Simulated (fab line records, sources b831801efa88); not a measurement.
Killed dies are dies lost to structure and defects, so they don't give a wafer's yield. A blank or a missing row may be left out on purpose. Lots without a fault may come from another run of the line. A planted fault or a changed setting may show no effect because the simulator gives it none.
A struck lot beside a sound one | flow sky130 | 43 steps out of a route of 708
Sound: wafers L701.1, L701.3, L701.6. Struck: wafer L710.1. (L710.2, L710.5 of the same lot were not struck and are left out.) The cause comes at the end.
At each step with rows: each side's tool, then ch and its chambers, then its first start. Under that, the readings that differ: sound wafers | struck wafers | difference of the means | sigmas: that difference in standard deviations of wafers without a fault.
alike: readings whose means differ by less than 2 such deviations, and words and numbers that are the same on both sides. not compared: withheld readings, readings that some wafer has no value for, bounds like >300 that may hide the same value, and numbers for which the record gives no deviation and whose values overlap.
The two part at a step that has a row with sigmas, a row that says differs or no value, or rows on one side only. Numbers that don't overlap but have no deviation are shown without sigmas and don't part them. A reading that every wafer of one side lacks parts them only if that side has two wafers or more.

first, 8 steps without rows for these wafers: SKY_CONTACT_DEHYDRATE_06 (time 60 s); SKY_CONTACT_HMDS_07 (prime time 60 s); SKY_CONTACT_COAT_08 (resist thk 60 nm); SKY_CONTACT_COAT_09 (resist thk 450 nm); SKY_CONTACT_SOFTBAKE_10 (time 90 s); SKY_CONTACT_EXPOSE_11 (exposes mask CTM1, target cd 170 nm); SKY_CONTACT_PEB_12; SKY_CONTACT_DEVELOP_13 (develop time 60 s).
SKY_CONTACT_CD_MEAS_14: target cd 170 nm.
  sound on cd_sem-02, day 34 18:10; struck on cd_sem-02, day 36 15:22
  alike: cd_nm
SKY_CONTACT_OVL_MEAS_15:
  sound on overlay-01, day 34 18:17; struck on overlay-02, day 36 15:29
  alike: CONTACT_OVL
then, 2 steps without rows for these wafers: SKY_CONTACT_ETCH_16 (etches BARC in N2/H2, stops on SiO2, time 45.9 s, target depth 60 nm); SKY_CONTACT_ETCH_17 (etches SiO2 in C4F8/O2/Ar, stops on Si3N4, target depth 340 nm).
SKY_CONTACT_ETCH_18: etches Si3N4 in CHF3/O2, stops on TiN, time 39 s, target depth 75 nm.
  sound on rie_diel-02 ch 1,2,3, day 34 18:00; struck on rie_diel-01 ch 0, day 36 15:00
  alike: drypump_motor_current_A, oes_product_au, throttle_valve_pct
  not compared: rf_hours_counter_h
then, 5 steps without rows for these wafers: SKY_CONTACT_STRIP_19 (strips in O2/N2); SKY_CONTACT_STRIP_20 (strips in post etch residue remover, time 1200 s); SKY_CONTACT_CLEAN_21 (cleans in IPA, time 180 s); SKY_CONTACT_CLEAN_22 (cleans in O3/DIW); SKY_CONTACT_SPUTTER_23 (material TiN, target thk 20 nm, time 80 s).
SKY_CONTACT_CVD_24: deposits W, target thk 340 nm, time 102.12 s.
  sound on cvd_w-02 ch 0,1, day 34 19:11; struck on cvd_w-01 ch 1, day 36 16:22
  alike: heater_power_w
SKY_CONTACT_RS_MEAS_25: measures by four-point-probe.
  sound on film_metro-01, day 34 19:17; struck on film_metro-03, day 36 16:28
  alike: CONTACT_W_RS
SKY_CONTACT_THK_MEAS_26: measures by xrf.
  sound on film_metro-01, day 34 19:25; struck on film_metro-03, day 36 16:35
  alike: CONTACT_W_THK
SKY_CONTACT_CMP_27: polishes, stops on SiO2, t overpolish 15 s, target thk 0 nm.
  sound on cmp-02 ch 1,2, day 34 19:28; struck on cmp-02 ch 1, day 36 16:45
  alike: motor_current_A, overpolish_run_s, time_to_endpoint_s
SKY_METAL1_SPUTTER_00: material Ti, target thk 15 nm, time 10 s.
  sound on pvd_sputter-03, day 34 19:46; struck on pvd_sputter-02, day 36 16:57
  alike: chamber_pressure_pa, throttle_valve_pct
then, 1 step without rows for these wafers: SKY_METAL1_SPUTTER_01 (material TiN, target thk 20 nm, time 16.7 s).
SKY_METAL1_SPUTTER_02: material AlCu, target thk 250 nm, time 13.3 s.
  sound on pvd_sputter-03, day 34 19:49; struck on pvd_sputter-02, day 36 17:00
  alike: chamber_pressure_pa, throttle_valve_pct
SKY_METAL1_SPUTTER_03: material Ti, target thk 5 nm, time 3.3 s.
  sound on pvd_sputter-03, day 34 19:51; struck on pvd_sputter-02, day 36 17:01
  alike: chamber_pressure_pa, throttle_valve_pct
then, 1 step without rows for these wafers: SKY_METAL1_SPUTTER_04 (material TiN, target thk 70 nm, time 58.3 s).
SKY_METAL1_RS_MEAS_05: measures by four-point-probe.
  sound on film_metro-01, day 34 19:55; struck on film_metro-04, day 36 17:05
  alike: METAL1_ALCU_RS
SKY_METAL1_THK_MEAS_06: measures by xrf.
  sound on film_metro-01, day 34 20:02; struck on film_metro-04, day 36 17:13
  alike: METAL1_ALCU_THK
then, 8 steps without rows for these wafers: SKY_METAL1_DEHYDRATE_07 (time 60 s); SKY_METAL1_HMDS_08 (prime time 60 s); SKY_METAL1_COAT_09 (resist thk 60 nm); SKY_METAL1_COAT_10 (resist thk 450 nm); SKY_METAL1_SOFTBAKE_11 (time 90 s); SKY_METAL1_EXPOSE_12 (exposes mask MM1, target cd 140 nm); SKY_METAL1_PEB_13; SKY_METAL1_DEVELOP_14 (develop time 60 s).
SKY_METAL1_CD_MEAS_15: target cd 140 nm.
  sound on cd_sem-01, day 35 22:19; struck on cd_sem-02, day 37 18:58
  alike: cd_nm
SKY_METAL1_OVL_MEAS_16:
  sound on overlay-01, day 35 22:26; struck on overlay-02, day 37 19:05
  alike: METAL1_OVL
then, 3 steps without rows for these wafers: SKY_METAL1_DESCUM_17 (chemistry O2, time 8 s); SKY_METAL1_ETCH_18 (etches BARC in N2/H2, stops on SiO2, time 45.9 s, target depth 60 nm); SKY_METAL1_METAL_ETCH_19 (etches the open film in Cl2/BCl3, stops on SiO2, target depth 360 nm, time 78 s).
-- the record jumps here: 12 days lie between the struck wafers' starts before and after (it left off in module METAL1 and takes up again in module PAD_OPEN, whose first step shown is number 708 of the route) --
SKY_PAD_OPEN_PROBE_99:
  sound on prober-02, day 48 02:50; struck on prober-01, day 49 12:06
  reading            | sound    | struck | difference | sigmas
  killed_at_contacts | 23 27 33 | 72     | +44        | +9
  killed_dies        | 81 90 94 | 137    | +49        | +5
  alike: killed_at_M0_to_M3, killed_at_M4_up, killed_at_front_end, killed_at_other, killed_open, killed_short

WHERE THEY PART
Only at SKY_PAD_OPEN_PROBE_99, within this record.

WHY: what the simulator had put in
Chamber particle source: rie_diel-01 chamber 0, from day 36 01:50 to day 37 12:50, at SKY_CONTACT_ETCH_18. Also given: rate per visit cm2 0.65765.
